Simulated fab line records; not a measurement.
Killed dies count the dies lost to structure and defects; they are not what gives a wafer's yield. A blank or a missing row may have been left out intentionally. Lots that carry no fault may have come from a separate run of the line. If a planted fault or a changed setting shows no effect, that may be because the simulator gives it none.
fab line records -- flow sky130
record: lots: 6, wafers: 18, lastDay: 50
route steps=708 shown VT_ADJUST_PCH@151 SONOS_TUNNEL@154 PAD_OPEN@708
lots that met no fault: from a run of the same line without faults
startH: the number of hours between the record's first day and the start of the first shown wafer of the lot -- waitH: hours from the lot's prior step to this one -- " as in the row above -- L1.1+2: one row covering several wafers at once -- - no value, or no start given -- * or withheld: withheld -- < > ~ a bound
route shown NAME@n: a module of which the file shows steps, and the number in the route of the first -- usual: the fault-free wafers' mean and standard deviation -- same: alike in all rows -- chamber/n: place in a boat -- sites: readings site by site -- _std_site: how widely they spread, as a standard deviation -- _edge_site: outer sites' mean less inner sites' -- radiusMm: for every site, how far away it sits from the centre of the wafer -- mask NAME#n: copy n -- behind: the tool/chamber that last shaped the wafer -- hold: what put the lot on hold/how long, in hours/how the hold closed -- device: transistor that didn't switch, given as n, p or np -- end of line: tests run on the same wafers once the route is complete -- a step with no rows: only its recipe -- killed: at the first sort, the dies lost to defects and structure; wafer yield is something else -- map: dies across one wafer; x = killed, . = not, _ = none there
set.NAME: the run value of the setting; set.NAME@STEP: its run value at that earlier step -- model.NAME: the simulator's own value behind a step, which no gauge read
certain route steps with their lots: each step a table, each wafer a row
services: the hour from which a tool's chamber was out of use, counted from the record's first day as startH (under 0 if before that day), plus the number of hours and why
== steps ==
step: SKY_VT_ADJUST_PCH_IMPLANT_08
recipe: species: B, energyKev: 10, doseCm2: 5e+11, tiltDeg: withheld
step: SKY_VT_ADJUST_PCH_STRIP_09
recipe: chemistry: O2/N2, powerW: 1400, pressureMtorr: 1500, platenTempC: withheld, o2FlowSccm: 3000, n2FlowSccm: 300, overashFraction: 0.5
usual: drypumpMotorCurrentA: 5.6/0.5, o2FlowSccm: 3000/8.8, oesProductAu: 0.722/0.0046, stripTimeToEndpointS: 36.93/0.11
lot.wafer,tool,chamber,startH,waitH,drypumpMotorCurrentA,o2FlowSccm,oesProductAu,rfHoursCounterH,stripTimeToEndpointS
L374.1,plasmaAsher-01,0,237.32,0.1,5.2,3000,0.726,52,36.91
L374.3,plasmaAsher-01,1,237.32,0.1,5.3,3005,0.722,-,36.90
L374.6,plasmaAsher-01,0,237.32,0.1,5.2,2989,0.727,-,36.94
L379.1,plasmaAsher-01,0,280.12,0.1,5.2,2993,0.716,61,36.91
L379.3,plasmaAsher-01,0,280.12,0.1,5.2,2982,0.716,-,36.93
L379.5,plasmaAsher-01,0,280.12,0.1,5.3,2990,0.722,-,36.96
L384.1,plasmaAsher-01,0,316.82,0.1,5.2,2997,0.722,65,36.89
L384.2,plasmaAsher-01,1,316.82,0.1,5.3,3009,0.723,65,36.79
L384.4,plasmaAsher-01,0,316.82,0.1,5.2,2981,0.719,-,36.80
L386.1,plasmaAsher-03,0,327.27,0.1,5.9,3014,0.721,25,36.96
L386.2,plasmaAsher-03,1,327.27,0.1,6.7,3003,0.723,25,37.12
L386.4,plasmaAsher-03,0,327.27,0.1,5.9,3011,0.718,-,36.95
L388.3,plasmaAsher-03,1,345.05,0.1,6.7,2991,0.723,-,36.97
L388.4,plasmaAsher-03,0,345.05,0.1,5.9,3002,0.716,-,36.94
L388.6,plasmaAsher-03,1,345.05,0.1,6.7,2986,0.721,-,36.98
L396.2,plasmaAsher-02,1,405.37,0.1,5.4,2996,0.718,67,36.89
L396.3,plasmaAsher-02,1,405.37,0.1,5.4,2994,0.721,-,37.09
L396.5,plasmaAsher-02,0,405.37,0.1,5.7,3017,0.727,-,37.03
step: SKY_VT_ADJUST_PCH_TW_MEAS_10
usual: VT_ADJUST_PCH_TW: 142.7/0.86
lot.wafer,tool,chamber,startH,waitH,VT_ADJUST_PCH_TW
L374.1,filmMetro-03,-,237.42,0.1,143.1
L374.3,filmMetro-03,-,237.42,0.1,143.6
L374.6,filmMetro-03,-,237.42,0.1,143.6
L379.1,filmMetro-02,-,280.22,0.1,141.9
L379.3,filmMetro-02,-,280.22,0.1,141.3
L379.5,filmMetro-02,-,280.22,0.1,141.6
L384.1,filmMetro-02,-,316.92,0.1,142.4
L384.2,filmMetro-02,-,316.92,0.1,142.1
L384.4,filmMetro-02,-,316.92,0.1,142.6
L386.1,filmMetro-01,-,327.37,0.1,144.0
L386.2,filmMetro-01,-,327.37,0.1,144.0
L386.4,filmMetro-01,-,327.37,0.1,143.5
L388.3,filmMetro-01,-,345.14,0.1,142.6
L388.4,filmMetro-01,-,345.14,0.1,143.4
L388.6,filmMetro-01,-,345.14,0.1,142.6
L396.2,filmMetro-03,-,405.48,0.1,143.3
L396.3,filmMetro-03,-,405.48,0.1,144.4
L396.5,filmMetro-03,-,405.48,0.1,143.8
step: SKY_SONOS_TUNNEL_DEHYDRATE_00
recipe: tempC: 200, timeS: 60
step: SKY_SONOS_TUNNEL_HMDS_01
recipe: primeTimeS: 60, primeTempC: 120
step: SKY_SONOS_TUNNEL_COAT_02
recipe: resist: NOVOLAK, spinRpm: 3000, resistThkNm: 1140
step: SKY_SONOS_TUNNEL_SOFTBAKE_03
recipe: tempC: 90, timeS: 60, resist: NOVOLAK
step: SKY_SONOS_TUNNEL_EXPOSE_04
recipe: maskId: TUNM, na: 0.6, sourceShape: conventional, sigmaOuter: 0.6, polarization: unpolarized, targetCdNm: 410, doseMj: 136
step: SKY_SONOS_TUNNEL_PEB_05
recipe: tempC: withheld, timeS: *, resist: NOVOLAK
step: SKY_SONOS_TUNNEL_DEVELOP_06
recipe: resist: NOVOLAK, developer: TMAH, developTimeS: 60, devTempC: 23
step: SKY_SONOS_TUNNEL_CD_MEAS_07
recipe: targetCdNm: 410
usual: cdNm: 410.9/2.3
lot.wafer,tool,chamber,startH,waitH,cdNm
L374.1,cdSem-01,-,261.42,0.1,410.0
L374.3,cdSem-01,-,261.42,0.1,411.3
L374.6,cdSem-01,-,261.42,0.1,410.4
L379.1,cdSem-02,-,305.62,0.1,416.1
L379.3,cdSem-02,-,305.62,0.1,413.5
L379.5,cdSem-02,-,305.62,0.1,412.2
L384.1,cdSem-02,-,343.66,0.1,409.0
L384.2,cdSem-02,-,343.66,0.1,410.7
L384.4,cdSem-02,-,343.66,0.1,411.3
L386.1,cdSem-02,-,353.73,0.1,413.2
L386.2,cdSem-02,-,353.73,0.1,411.8
L386.4,cdSem-02,-,353.73,0.1,414.0
L388.3,cdSem-02,-,372.50,0.1,413.5
L388.4,cdSem-02,-,372.50,0.1,414.2
L388.6,cdSem-02,-,372.50,0.1,412.8
L396.2,cdSem-01,-,435.75,0.1,411.5
L396.3,cdSem-01,-,435.75,0.1,411.1
L396.5,cdSem-01,-,435.75,0.1,413.6
step: SKY_SONOS_TUNNEL_OVL_MEAS_08
usual: SONOS_TUNNEL_OVL: -0.4/1.5
lot.wafer,tool,chamber,startH,waitH,SONOS_TUNNEL_OVL[nm]
L374.1,overlay-01,-,261.54,0.1,1.2
L374.3,overlay-01,-,261.54,0.1,1.4
L374.6,overlay-01,-,261.54,0.1,1.4
L379.1,overlay-02,-,305.74,0.1,-1.1
L379.3,overlay-02,-,305.74,0.1,-1.6
L379.5,overlay-02,-,305.74,0.1,-0.7
L384.1,overlay-01,-,343.78,0.1,-0.2
L384.2,overlay-01,-,343.78,0.1,-0.8
L384.4,overlay-01,-,343.78,0.1,-0.3
L386.1,overlay-01,-,353.85,0.1,-1.4
L386.2,overlay-01,-,353.85,0.1,-1.1
L386.4,overlay-01,-,353.85,0.1,-2.7
L388.3,overlay-01,-,372.60,0.1,2.8
L388.4,overlay-01,-,372.60,0.1,3.4
L388.6,overlay-01,-,372.60,0.1,3.3
L396.2,overlay-02,-,435.86,0.1,0.9
L396.3,overlay-02,-,435.86,0.1,-0.4
L396.5,overlay-02,-,435.86,0.1,1.0
step: SKY_SONOS_TUNNEL_IMPLANT_09
recipe: species: B, energyKev: 20, doseCm2: 1e+12, tiltDeg: withheld
usual: doseIonsCm2: 1e+12/1.2e+09, faradayCurrentUA: 5.63/0.12
lot.wafer,tool,chamber,startH,waitH,doseIonsCm2,faradayCurrentUA
L374.1,implanter-02,0,261.57,0.0,9.998e+11,5.69
L374.3,implanter-02,0,261.57,0.0,1.0001e+12,5.58
L374.6,implanter-02,0,261.57,0.0,9.999e+11,5.47
L379.1,implanter-03,0,305.77,0.0,1.0003e+12,5.57
L379.3,implanter-03,0,305.77,0.0,1.0015e+12,5.75
L379.5,implanter-03,0,305.77,0.0,1.0016e+12,5.68
L384.1,implanter-03,0,343.82,0.0,9.995e+11,5.61
L384.2,implanter-03,0,343.82,0.0,1.0012e+12,5.61
L384.4,implanter-03,0,343.82,0.0,1.001e+12,5.82
L386.1,implanter-02,0,353.89,0.0,2.897e+11,1.60
L386.2,implanter-02,0,353.89,0.0,2.894e+11,1.68
L386.4,implanter-02,0,353.89,0.0,2.92e+11,1.63
L388.3,implanter-02,0,372.67,0.1,2.926e+11,1.63
L388.4,implanter-02,0,372.67,0.1,2.914e+11,1.60
L388.6,implanter-02,0,372.67,0.1,2.927e+11,1.56
L396.2,implanter-02,0,435.91,0.0,1.0006e+12,5.78
L396.3,implanter-02,0,435.91,0.0,1.0013e+12,5.61
L396.5,implanter-02,0,435.91,0.0,9.98e+11,5.64
step: SKY_SONOS_TUNNEL_WET_ETCH_10
recipe: chemistry: dHF, targetDepthNm: 14, target: SiO2, dilution: 100:1, tempC: 25, timeS: 280
step: SKY_SONOS_TUNNEL_STRIP_11
recipe: chemistry: SPM, timeS: 600, tempC: 130
step: SKY_SONOS_TUNNEL_TW_MEAS_12
usual: SONOS_TUNNEL_TW: 197.8/1.5
lot.wafer,tool,chamber,startH,waitH,hold,SONOS_TUNNEL_TW
L374.1,filmMetro-04,-,261.98,0.0,-,199.5
L374.3,filmMetro-04,-,261.98,0.0,-,198.5
L374.6,filmMetro-04,-,261.98,0.0,-,198.5
L379.1,filmMetro-01,-,306.27,0.0,-,196.1
L379.3,filmMetro-01,-,306.27,0.0,-,195.4
L379.5,filmMetro-01,-,306.27,0.0,-,197.1
L384.1,filmMetro-04,-,344.23,0.0,-,198.4
L384.2,filmMetro-04,-,344.23,0.0,-,198.4
L384.4,filmMetro-04,-,344.23,0.0,-,199.2
L386.1,filmMetro-02,-,354.30,0.0,awaitDispo/0.2h/release,140.4
L386.2,filmMetro-02,-,354.30,0.0,awaitDispo/0.2h/release,140.7
L386.4,filmMetro-02,-,354.30,0.0,awaitDispo/0.2h/release,140.5
L386.1,filmMetro-02,-,354.60,0.3,-,140.4
L386.2,filmMetro-02,-,354.60,0.3,-,140.0
L386.4,filmMetro-02,-,354.60,0.3,-,140.6
L388.3,filmMetro-02,-,373.07,0.0,awaitDispo/0.2h/release,140.1
L388.4,filmMetro-02,-,373.07,0.0,awaitDispo/0.2h/release,140.7
L388.6,filmMetro-02,-,373.07,0.0,awaitDispo/0.2h/release,141.7
L388.3,filmMetro-02,-,373.29,0.2,-,140.4
L388.4,filmMetro-02,-,373.29,0.2,-,140.4
L388.6,filmMetro-02,-,373.29,0.2,-,140.7
L396.2,filmMetro-04,-,436.31,0.0,-,200.5
L396.3,filmMetro-04,-,436.31,0.0,-,198.7
L396.5,filmMetro-04,-,436.31,0.0,-,199.4
step: SKY_PAD_OPEN_PROBE_99
usual: killed_at_M0_to_M3: 45/7.2, killed_at_M4_up: 3.0/1.8, killedAtContacts: 25/6.1, killedAtFrontEnd: 14/4.4, killedAtOther: 0.2/0.44, killedDies: 88/10, killedOpen: 48/7.4, killedShort: 40/6.3
same: grossDies: 492, killedAtBackSide: 0
lot.wafer,tool,chamber,startH,waitH,killed_at_M0_to_M3,killed_at_M4_up,killedAtContacts,killedAtFrontEnd,killedAtOther,killedDies,killedOpen,killedShort,model.etest.tipSonos.rsOhmSq,model.etest.sonosUncharged.rOnOhmUm,model.etest.sonosProgrammed.offLog10AUm,model.etest.sonosErased.vtV,model.etest.sonosUncharged.vtV,model.etest.sonosBaked.vtV,model.etest.sonosProgrammed.vtV
L374.1,prober-01,-,1088.32,0.1,58,3,21,7,0,89,46,43,2747,797.7,-14.05,-2.263,-0.4141,0.941,1.431
L374.3,prober-01,-,1088.42,0.2,51,0,24,7,0,82,37,45,2680,788.8,-13.98,-2.289,-0.4562,0.9297,1.502
L374.6,prober-01,-,1088.57,0.2,56,6,26,12,2,102,50,52,2763,793.7,-13.85,-2.297,-0.4589,0.9508,1.431
L379.1,prober-01,-,1123.25,0.1,40,1,34,14,0,89,46,43,2570,807.2,-14,-2.334,-0.4234,1.05,1.542
L379.3,prober-01,-,1123.35,0.2,46,2,22,23,0,93,54,39,2611,807.7,-13.93,-2.366,-0.431,0.9969,1.51
L379.5,prober-01,-,1123.45,0.2,40,2,43,24,0,109,58,51,2631,794.1,-13.89,-2.294,-0.404,0.9959,1.463
L384.1,prober-01,-,1149.49,0.1,49,2,25,14,0,90,51,39,2739,824.7,-13.98,-2.193,-0.4172,0.9482,1.382
L384.2,prober-01,-,1149.54,0.1,49,5,15,26,0,95,39,56,2678,810.3,-13.81,-2.266,-0.4269,0.8786,1.39
L384.4,prober-01,-,1149.64,0.2,53,3,25,13,1,95,53,42,2716,816.5,-14.06,-2.282,-0.4145,0.8722,1.401
L386.1,prober-01,-,1160.23,0.1,45,3,30,17,1,96,45,51,2479,760.8,-12.02,-2.49,-0.6209,0.8174,1.295
L386.2,prober-01,-,1160.28,0.1,51,3,32,6,0,92,61,31,2444,757.8,-12.06,-2.554,-0.656,0.7886,1.311
L386.4,prober-01,-,1160.38,0.2,55,3,24,17,0,99,57,42,2447,763.6,-12.25,-2.51,-0.6381,0.7387,1.269
L388.3,prober-01,-,1167.50,0.2,40,1,29,14,0,84,45,39,2526,731.8,-10.71,-2.463,-0.6595,0.7424,1.179
L388.4,prober-01,-,1167.55,0.2,42,3,27,15,0,87,50,37,2604,733.4,-11.19,-2.473,-0.6472,0.7904,1.252
L388.6,prober-01,-,1167.65,0.2,51,0,20,13,0,84,45,39,2588,735.6,-11.2,-2.496,-0.6465,0.7617,1.224
L396.2,prober-02,-,1198.52,0.1,51,2,21,19,1,94,50,44,2657,809.9,-14.04,-2.233,-0.4397,0.889,1.38
L396.3,prober-02,-,1198.57,0.2,42,1,13,13,1,70,42,28,2690,811.1,-14.03,-2.28,-0.4131,0.8575,1.404
L396.5,prober-02,-,1198.67,0.2,47,3,16,11,1,78,38,40,2722,799.4,-14.03,-2.271,-0.4343,0.9551,1.395
killed by level:class
L374.1 VIA1:geometricParticle:open=12 METAL2:geometricParticle:short=9 CONTACT:geometricParticle:open=8 VIA2:geometricParticle:open=8 VIA3:geometricParticle:open=7 VIA1:geometricParticle:short=6 VIA2:geometricParticle:short=6 LI_CONTACT:geometricParticle:open=4
L374.3 METAL2:geometricParticle:short=10 VIA1:geometricParticle:open=9 CONTACT:geometricParticle:open=8 LI_CONTACT:geometricParticle:open=7 VIA1:geometricParticle:short=7 METAL1:geometricParticle:short=6 VIA2:geometricParticle:open=5 CONTACT:geometricParticle:short=4
L374.6 VIA1:geometricParticle:open=14 VIA1:geometricParticle:short=10 CONTACT:geometricParticle:open=9 VIA3:geometricParticle:open=8 LOCAL_INTERCONNECT:geometricParticle:short=6 VIA2:geometricParticle:open=6 METAL1:geometricParticle:short=5 CONTACT:geometricParticle:short=5
L379.1 CONTACT:geometricParticle:open=13 CONTACT:geometricParticle:short=9 VIA2:geometricParticle:open=9 VIA3:geometricParticle:open=7 LOCAL_INTERCONNECT:geometricParticle:short=6 VIA1:geometricParticle:short=5 FIELD_ISO:geometricParticle:short=4 LI_CONTACT:geometricParticle:open=4
L379.3 VIA1:geometricParticle:open=12 CONTACT:geometricParticle:open=7 CONTACT:geometricParticle:short=7 VIA2:geometricParticle:open=6 VIA3:geometricParticle:open=6 FIELD_ISO:geometricParticle:open=5 POLY_GATE:geometricParticle:short=5 LI_CONTACT:geometricParticle:open=5
L379.5 LI_CONTACT:geometricParticle:open=11 CONTACT:geometricParticle:open=11 VIA3:geometricParticle:open=10 CONTACT:geometricParticle:short=9 VIA1:geometricParticle:open=9 VIA1:geometricParticle:short=6 LI_CONTACT:geometricParticle:short=5 METAL1:geometricParticle:short=5
L384.1 VIA1:geometricParticle:open=14 CONTACT:geometricParticle:open=10 LI_CONTACT:geometricParticle:open=9 VIA2:geometricParticle:short=6 VIA3:geometricParticle:open=5 METAL2:geometricParticle:short=5 VIA2:geometricParticle:open=5 METAL3:geometricParticle:short=5
L384.2 POLY_GATE:geometricParticle:short=9 VIA1:geometricParticle:open=9 VIA3:geometricParticle:open=7 POLY_GATE:geometricParticle:open=6 VIA2:geometricParticle:short=6 METAL1:geometricParticle:short=6 VIA1:geometricParticle:short=6 CONTACT:geometricParticle:open=5
L384.4 VIA1:geometricParticle:open=12 CONTACT:geometricParticle:open=11 VIA3:geometricParticle:open=8 POLY_GATE:geometricParticle:open=6 METAL1:geometricParticle:short=6 LI_CONTACT:geometricParticle:open=5 METAL2:geometricParticle:short=5 VIA1:geometricParticle:short=5
L386.1 LI_CONTACT:geometricParticle:open=7 CONTACT:geometricParticle:open=7 VIA2:geometricParticle:open=7 VIA1:geometricParticle:short=7 VIA3:geometricParticle:open=7 FIELD_ISO:geometricParticle:short=6 CONTACT:geometricParticle:short=6 VIA1:geometricParticle:open=6
L386.2 VIA1:geometricParticle:open=13 VIA2:geometricParticle:open=11 CONTACT:geometricParticle:open=9 VIA3:geometricParticle:open=8 LI_CONTACT:geometricParticle:open=7 VIA1:geometricParticle:short=7 LOCAL_INTERCONNECT:geometricParticle:short=6 METAL2:geometricParticle:short=5
L386.4 VIA1:geometricParticle:open=12 VIA2:geometricParticle:open=10 LI_CONTACT:geometricParticle:open=8 VIA3:geometricParticle:open=8 CONTACT:geometricParticle:open=6 LOCAL_INTERCONNECT:geometricParticle:short=5 METAL2:geometricParticle:short=5 CONTACT:geometricParticle:short=5
L388.3 CONTACT:geometricParticle:open=12 METAL1:geometricParticle:short=8 VIA1:geometricParticle:open=8 LI_CONTACT:geometricParticle:open=6 VIA2:geometricParticle:open=6 CONTACT:geometricParticle:short=5 METAL2:geometricParticle:short=5 POLY_GATE:geometricParticle:short=4
L388.4 VIA1:geometricParticle:open=15 CONTACT:geometricParticle:open=10 VIA1:geometricParticle:short=7 CONTACT:geometricParticle:short=6 FIELD_ISO:geometricParticle:open=5 METAL1:geometricParticle:short=5 POLY_GATE:geometricParticle:short=4 LI_CONTACT:geometricParticle:open=4
L388.6 VIA1:geometricParticle:open=13 METAL1:geometricParticle:short=10 VIA3:geometricParticle:open=9 CONTACT:geometricParticle:short=6 VIA1:geometricParticle:short=6 FIELD_ISO:geometricParticle:short=5 POLY_GATE:geometricParticle:open=4 LOCAL_INTERCONNECT:geometricParticle:open=4
L396.2 VIA1:geometricParticle:open=12 CONTACT:geometricParticle:open=11 METAL2:geometricParticle:short=11 VIA3:geometricParticle:open=7 VIA2:geometricParticle:open=6 FIELD_ISO:geometricParticle:short=5 CONTACT:geometricParticle:short=5 VIA1:geometricParticle:short=3
L396.3 VIA2:geometricParticle:open=9 VIA1:geometricParticle:open=8 VIA3:geometricParticle:open=8 LI_CONTACT:geometricParticle:open=5 CONTACT:geometricParticle:short=4 POLY_GATE:geometricParticle:short=3 POLY_GATE:geometricParticle:open=3 METAL3:geometricParticle:short=3
L396.5 VIA1:geometricParticle:open=11 VIA1:geometricParticle:short=10 METAL1:geometricParticle:short=8 CONTACT:geometricParticle:open=7 VIA2:geometricParticle:open=5 POLY_GATE:geometricParticle:open=4 LI_CONTACT:geometricParticle:open=4 METAL2:geometricParticle:short=3
== services ==
tool,chamber,startH,hours,kind
plasmaAsher-01,-,229.43,7.7,repair
plasmaAsher-03,-,237.10,14.6,pm
plasmaAsher-02,-,251.70,52.3,pm
implanter-03,-,262.99,5.0,pm
implanter-03,-,268.03,3.4,pm
implanter-03,-,271.68,26.6,repair
implanter-03,-,297.90,2.2,repair
plasmaAsher-01,-,307.79,2.8,repair
plasmaAsher-02,-,326.09,23.3,repair
implanter-02,-,395.22,5.3,repair
plasmaAsher-01,-,396.84,1.6,repair
implanter-03,-,398.58,3.2,repair
implanter-03,-,403.82,0.6,repair
plasmaAsher-01,-,421.25,9.0,pm
plasmaAsher-01,0,421.25,9.0,ventCycle
plasmaAsher-01,1,421.25,9.0,ventCycle
plasmaAsher-01,-,422.78,0.4,repair
implanter-02,-,428.78,2.2,repair
plasmaAsher-01,0,430.25,-,clean
plasmaAsher-01,1,430.25,-,clean
== key ==
firstSign: step: SKY_SONOS_TUNNEL_IMPLANT_09, reading: doseIonsCm2, direction: down, sigmas: 99+, usual: *, struck: *
effect: step: SKY_SONOS_TUNNEL_IMPLANT_09, reading: faradayCurrentUA, direction: down, sigmas: 35, usual: 5.63, struck: 1.62
effect: step: SKY_SONOS_TUNNEL_TW_MEAS_12, reading: visit, direction: added
effect: step: SKY_SONOS_TUNNEL_TW_MEAS_12, reading: SONOS_TUNNEL_TW, direction: down, sigmas: 39, usual: 197.8, struck: 140.7
modelEffect: step: SKY_PAD_OPEN_PROBE_99, value: etest.tipSonos.rsOhmSq, without: 2629, struck: 2515
metAt SKY_SONOS_TUNNEL_IMPLANT_09
struckWafers L386.1,L386.2,L386.4,L388.3,L388.4,L388.6
testerLeftOut L386,L388
onsetBetween 261.57 353.89
fault: kind: processParameterDrift, tool: implanter-02, chamber: -, onsetH: 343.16, steps: SKY_SONOS_TUNNEL_IMPLANT_09, channel: doseCm2, offset: *, shape: step, endH: 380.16, actsIn: *, stated: *
testerLeftOut: of these lots the tester's yield and bins aren't shown, on N5 and GAA mostly nor the transistor test; their killed dies are dies lost to structure and defects alone, not to doping, threshold or leakage, so they don't give the yield
